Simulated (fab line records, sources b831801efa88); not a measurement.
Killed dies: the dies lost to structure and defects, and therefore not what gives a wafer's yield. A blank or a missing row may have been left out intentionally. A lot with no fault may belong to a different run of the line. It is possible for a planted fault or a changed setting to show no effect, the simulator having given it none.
Struck lot and sound lot, side by side ; flow sky130 ; 15 out of 708 route steps
Sound: these wafers, L108.1, L108.2, L108.3. The struck wafers were L117.1, L117.5, L117.6. Last of all comes the cause.
At each step with rows: each side's tool, then ch and its chambers, then its first start. Under that, the readings that differ: sound wafers ; struck wafers ; difference of the means ; sigmas: that difference in standard deviations of wafers without a fault.
alike: same words and numbers on both sides, and readings whose means sit less than 2 such deviations apart. not compared: any withheld reading, any reading some wafer has no value for, any bound like >300 that may hide the same value, and any number with overlapping values for which the record gives no deviation.
A row with sigmas, a row that says differs or no value, or rows on one side alone: a step with any of these is where the two part. When numbers do not overlap yet have no deviation, they are printed without sigmas and do not part them. Lack of a reading on every wafer of one side parts them only where that side has two or more wafers.

SKY_LDD_P_OVL_MEAS_08:
  struck on overlay-01, day 23 00:05; sound on overlay-01, day 19 18:22
  alike: LDD_P_OVL
following that, these wafers have no rows for 1 step: SKY_LDD_P_IMPLANT_09.
SKY_LDD_P_STRIP_10: strips in O2/N2.
  sound on plasma_asher-04 ch 0,1, day 19 18:33; struck on plasma_asher-02 ch 0,1, day 23 00:16
  alike: drypump_motor_current_A, oes_product_au, strip_time_to_endpoint_s
  not compared: rf_hours_counter_h
SKY_LDD_P_TW_MEAS_11:
  struck on film_metro-02, day 23 00:22; sound on film_metro-02, day 19 18:39
  alike: LDD_P_TW
then, 7 steps without rows for these wafers: SKY_LDD_HVN_DEHYDRATE_00 (time 60 s); SKY_LDD_HVN_HMDS_01 (prime time 60 s); SKY_LDD_HVN_COAT_02 (resist thk 300 nm); SKY_LDD_HVN_SOFTBAKE_03 (time 60 s); SKY_LDD_HVN_EXPOSE_04 (exposes mask HVNTM, target cd 700 nm); SKY_LDD_HVN_PEB_05; SKY_LDD_HVN_DEVELOP_06 (develop time 60 s).
SKY_LDD_HVN_OVL_MEAS_07:
  struck on overlay-01, day 24 06:50; sound on overlay-01, day 21 01:06
reading;sound;struck;difference;sigmas
LDD_HVN_OVL (nm);3.4 2.7 1.3;-2.7 -2.1 -0.9;-4.4;-3
SKY_LDD_HVN_IMPLANT_08:
  sound on implanter-01 ch 0, day 21 01:08; struck on implanter-01 ch 0, day 24 06:52
reading;sound;struck;difference;sigmas
beam_energy_keV;59.981 59.999 59.982;62.106 62.107 62.122;+2.124;+99 or more
model.implant.rp_nm (nm);54.71 54.71 54.71;58.83 58.83 58.83;+4.12;
model.implant.drp_nm (nm);28.15 28.15 28.15;29.01 29.01 29.01;+0.86;
  alike: faraday_current_uA
SKY_LDD_HVN_STRIP_09: strips in O2/N2.
  sound on plasma_asher-04 ch 0,1, day 21 01:17; struck on plasma_asher-04 ch 0,1, day 24 07:01
  alike: drypump_motor_current_A, oes_product_au, strip_time_to_endpoint_s
  not compared: rf_hours_counter_h
following that, these wafers have no rows for 1 step: SKY_PAD_OPEN_PROBE_99.

## WHERE THEY PART
Earliest at SKY_LDD_HVN_OVL_MEAS_07; latest, in this record, at SKY_LDD_HVN_IMPLANT_08. Later steps at which nothing parts them and some readings are alike: SKY_LDD_HVN_STRIP_09.

WHY: whatever the simulator had introduced
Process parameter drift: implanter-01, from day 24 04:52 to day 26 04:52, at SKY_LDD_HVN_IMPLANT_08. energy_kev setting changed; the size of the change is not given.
